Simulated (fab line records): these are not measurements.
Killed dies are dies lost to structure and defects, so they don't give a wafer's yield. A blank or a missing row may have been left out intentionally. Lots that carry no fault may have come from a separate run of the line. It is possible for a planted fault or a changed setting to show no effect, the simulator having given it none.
Problem report in the 8D (eight disciplines) form, filled by code	flow gf180mcu	the parts of the form that need people (team, actions taken, sign-off) are left out

## 1. THE ISSUE
NSD_RS at GF_PSD_RS_MEAS_14 reads a mean of 43.39 ohm/sq on 3 wafers of 2 lots; wafers without a fault read 46.19 ohm/sq with a standard deviation of 0.096. Measured from the usual mean, that is -29 standard deviations.
The step: measures by four-point-probe.
First observed at day 15 19:53: wafer L595.3, on film metro-04. The record holds 39 wafers of 13 lots with a number at this step. Rule for "out" (also "out of limits"): further than 4 standard deviations from the usual mean. Any other wafer with a number is counted as sound.

## 2. WHAT IT IS, WHAT IT ISN'T
question	is	is not
which readings at this step	NSD_RS	-
which lots	L595, L596	L591, L592, L593, L603, L604, L605, L606, L607, L609, L611, L613
which wafers of those lots	L595.3, L595.6, L596.1	L595.2, L596.2, L596.4
read on which gauges	film metro-03, film metro-04	film metro-01
when	from day 15 19:53	up to then (10 sound wafers); but 26 sound wafers of L596, L603, L604, L605, L606, L607, L609, L611, L613 came after

## 3. THE SUSPECTS, EACH WITH WHAT RULES IT OUT
Counting: a tool at a process step up to the reading stays a suspect if it ran every lot that is out. Sound lots after the first of them don't rule it out here, since some wafers of a struck lot are sound.
- ruled out: the gauge at GF_PSD_RS_MEAS_14. Those wafers that are out were read across 2 gauges (film metro-03, film metro-04).
- rtp anneal-01 at GF_PSD_RTA_13 (time 20 s): kept. It processed each lot that is out (first: L595, day 15 19:43); up to then, its last sound lot is L593 (day 15 03:19). Its own run length s readings are out on those wafers.
After counting, what remains is rtp anneal-01 at GF_PSD_RTA_13.

## 4. THE CAUSE (what the simulator had put in)
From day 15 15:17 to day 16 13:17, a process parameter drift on rtp anneal-01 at GF_PSD_RTA_13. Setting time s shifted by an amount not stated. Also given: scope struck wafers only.
Counting left only this tool.

## 5. THE EFFECT CHAIN, in route order
Each row: a reading where the mean over the struck wafers with a number is more than 3 standard deviations away from the usual. Only readings for which the record gives a usual standard deviation are gone through. hours: the time from each lot's start at the first step in this table that gives one to its start at this step, as a median over the lots. sigmas: the change in usual standard deviations.
hours	step	reading	usual	on struck wafers	change	sigmas
0	GF_PSD_RTA_13	run length s	49.1 s	64.5	+15.4	+31
0	GF_PSD_RS_MEAS_14	NSD_RS	46.19 ohm/sq	43.39	-2.80	-29
0	GF_PSD_RS_MEAS_15	PSD_RS	108.7 ohm/sq	103.3	-5.4	-17
It contains these process steps:
- GF_PSD_RTA_13: time 20 s.
At these later measuring or inspecting steps, every struck wafer for which the step has a row has a number for every such reading, and none has moved that far: GF_V1_BOW_MEAS_05.

## 6. HOW IT WOULD HAVE BEEN CAUGHT EARLIER
Counted from the fault's start at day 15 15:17, it took 5 hours until the first out-of-limits reading at a measuring or inspecting step in this record, taken at day 15 19:53.
Tool's own readings at GF_PSD_RTA_13, run length s: out on all struck wafers the step has rows for; an alarm limit on them would have tripped on the first.
L596, from the lots that are out (2), started GF_PSD_RTA_13 on rtp anneal-01 later than day 15 19:53. Had the tool been put on hold then, it would have been spared.
